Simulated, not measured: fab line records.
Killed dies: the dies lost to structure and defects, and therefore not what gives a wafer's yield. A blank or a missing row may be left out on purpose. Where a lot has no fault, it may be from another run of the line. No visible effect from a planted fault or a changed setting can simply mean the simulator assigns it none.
Chamber matching / flow sky130 / SKY_CONTACT_CVD_00 on pecvd-02 has 3 sister chambers
The step deposits Si3N4, target thk 75 nm. 22 wafers are shown with their chamber, then 11 later ones without.

WAFERS, EACH WITH ITS CHAMBER
wafer=L076.1; chamber=0; heater power w (W)=464
wafer=L076.2; chamber=1; heater power w (W)=666
wafer=L076.4; chamber=1; heater power w (W)=674
wafer=L077.1; chamber=1; heater power w (W)=683
wafer=L077.2; chamber=2; heater power w (W)=816
wafer=L077.5; chamber=2; heater power w (W)=813
wafer=L084.1; chamber=0; heater power w (W)=561
wafer=L084.2; chamber=2; heater power w (W)=799
wafer=L084.5; chamber=0; heater power w (W)=552
wafer=L086.2; chamber=2; heater power w (W)=796
wafer=L086.3; chamber=0; heater power w (W)=572
wafer=L086.6; chamber=2; heater power w (W)=831
wafer=L088.3; chamber=2; heater power w (W)=831
wafer=L088.4; chamber=2; heater power w (W)=646
wafer=L088.6; chamber=1; heater power w (W)=704
wafer=L087.3; chamber=0; heater power w (W)=548
wafer=L087.4; chamber=1; heater power w (W)=650
wafer=L087.6; chamber=2; heater power w (W)=746
wafer=L091.2; chamber=1; heater power w (W)=718
wafer=L091.3; chamber=0; heater power w (W)=528
wafer=L091.6; chamber=2; heater power w (W)=812
wafer=L092.1; chamber=1; heater power w (W)=712

SIGNATURES (averages over the wafers above)
reading=heater power w; chamber 0=537.50; chamber 1=686.71; chamber 2=787.78; scatter within a chamber=45.4
Rule: a wafer lies at a distance from a chamber equal to the root of the sum of squares, over the readings, of (its reading less the chamber's mean, divided by the reading's scatter). The wafer belongs to the nearest chamber; if the next one is less than 2 further off, it can't be placed. How the scatter is found: for the shown wafers, subtract from each reading the mean of its chamber, square and add these, divide the total by (wafers less chambers), then take the root.

WAFERS WITHOUT THEIR CHAMBER
wafer=L092.3; heater power w (W)=480
wafer=L092.4; heater power w (W)=718
wafer=L094.1; heater power w (W)=534
wafer=L094.2; heater power w (W)=800
wafer=L094.6; heater power w (W)=737
wafer=L095.1; heater power w (W)=547
wafer=L095.2; heater power w (W)=780
wafer=L095.4; heater power w (W)=785
wafer=L096.2; heater power w (W)=820
wafer=L096.3; heater power w (W)=537
wafer=L096.6; heater power w (W)=613

CHAMBER TAKEN BY EACH
wafer=L092.3; from the rows above=0; in truth=0
wafer=L092.4; from the rows above=can't be placed: 1 or 2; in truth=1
wafer=L094.1; from the rows above=0; in truth=0
wafer=L094.2; from the rows above=2; in truth=2
wafer=L094.6; from the rows above=can't be placed: 1 or 2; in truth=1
wafer=L095.1; from the rows above=0; in truth=0
wafer=L095.2; from the rows above=can't be placed: 2 or 1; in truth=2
wafer=L095.4; from the rows above=2; in truth=2
wafer=L096.2; from the rows above=2; in truth=2
wafer=L096.3; from the rows above=0; in truth=0
wafer=L096.6; from the rows above=can't be placed: 1 or 0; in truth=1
Placed correctly: 7 of 11. Not placeable from these rows: 4 (in 4, the candidates include the true chamber). Placed wrongly: 0.
